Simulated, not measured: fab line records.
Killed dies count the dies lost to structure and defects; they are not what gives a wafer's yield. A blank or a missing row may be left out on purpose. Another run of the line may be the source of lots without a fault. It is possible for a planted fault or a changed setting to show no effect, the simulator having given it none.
A lot that was struck, set against a sound lot || flow gf180mcu || 16 steps out of a route of 602
Sound: these wafers, L954.1, L954.4, L954.6. Wafers struck: L950.1, L950.4, L950.6. The cause is named last.
For every step that has rows: the tool of each side, followed by ch and its chambers, followed by its first start. Under that, the readings that differ: sound wafers || struck wafers || difference of the means || sigmas: that difference in standard deviations of wafers without a fault.
alike: same words and numbers on both sides, and readings whose means sit less than 2 such deviations apart. not compared: any withheld reading, any reading some wafer has no value for, any bound like >300 that may hide the same value, and any number with overlapping values for which the record gives no deviation.
The two part at a step that has a row with sigmas, a row that says differs or no value, or rows on one side only. Non-overlapping numbers with no deviation appear without sigmas and do not part them. A reading that every wafer of one side lacks parts them only if that side has two wafers or more.

first, 1 step without rows for these wafers: GF_HV_LDD_DEVELOP_06 (develop time 60 s).
GF_HV_LDD_CD_MEAS_07: target cd 400 nm.
  sound on cd-sem-02 at day 16 07:39; struck on cd-sem-02 at day 14 21:21
{"reading": "cd-nm (nm)", "sound": "401.5 401.3 402.0", "struck": "395.7 396.4 398.3", "difference": -4.8, "sigmas": -2}
GF_HV_LDD_OVL_MEAS_08:
  sound on overlay-02 at day 16 07:46; struck on overlay-02 at day 14 21:28
  alike: HV_LDD_OVL
after that, 1 step had no rows for these wafers: GF_HV_LDD_IMPLANT_09.
GF_HV_LDD_STRIP_10: strips in O2/N2.
  sound on plasma-asher-03 ch 1, day 16 07:58; struck on plasma-asher-03 ch 0, day 14 21:39
  alike: drypump-motor-current-A, heater-power-w, oes-product-au, strip-time-to-endpoint-s
  not compared: rf-hours-counter-h
GF_HV_LDD_TW_MEAS_11:
  sound on film-metro-02 at day 16 08:05; struck on film-metro-02 at day 14 21:45
  alike: HV_LDD_TW
then, 6 steps without rows for these wafers: GF_HV_LDD_DEHYDRATE_12 (time 60 s); GF_HV_LDD_HMDS_13 (prime time 60 s); GF_HV_LDD_COAT_14 (resist thk 1000 nm); GF_HV_LDD_SOFTBAKE_15 (time 60 s); GF_HV_LDD_EXPOSE_16 (exposes mask Pplus LV AREA, target cd 400 nm); GF_HV_LDD_PEB_17.
GF_HV_LDD_DEVELOP_18: develop time 60 s.
  sound on litho-track-02 ch 0, day 17 06:18; struck on litho-track-01 ch 0, day 15 19:06
GF_HV_LDD_CD_MEAS_19: target cd 400 nm.
  sound on cd-sem-02 at day 17 06:27; struck on cd-sem-01 at day 15 19:32
{"reading": "cd-nm (nm)", "sound": "401.9 401.5 402.2", "struck": "306.6 305.0 305.8", "difference": -96.1, "sigmas": -36}
  not compared: hold
GF_HV_LDD_OVL_MEAS_20:
  sound on overlay-01 at day 17 06:34; struck on overlay-02 at day 15 20:39
{"reading": "hold", "sound": "- - -", "struck": "await-dispo/1.0h/release await-dispo/1.0h/release await-dispo/1.0h/release", "difference": "no value on the sound wafers", "sigmas": ""}
  alike: HV_LDD_01_OVL
GF_PASSIVATION_PROBE_99:
  the record has rows for the sound wafers here (prober-02, day 34 10:02) and none for the struck ones

## WHERE THEY PART
Last at GF_PASSIVATION_PROBE_99 as far as this record goes, first at GF_HV_LDD_CD_MEAS_07.

WHY: whatever the simulator had introduced
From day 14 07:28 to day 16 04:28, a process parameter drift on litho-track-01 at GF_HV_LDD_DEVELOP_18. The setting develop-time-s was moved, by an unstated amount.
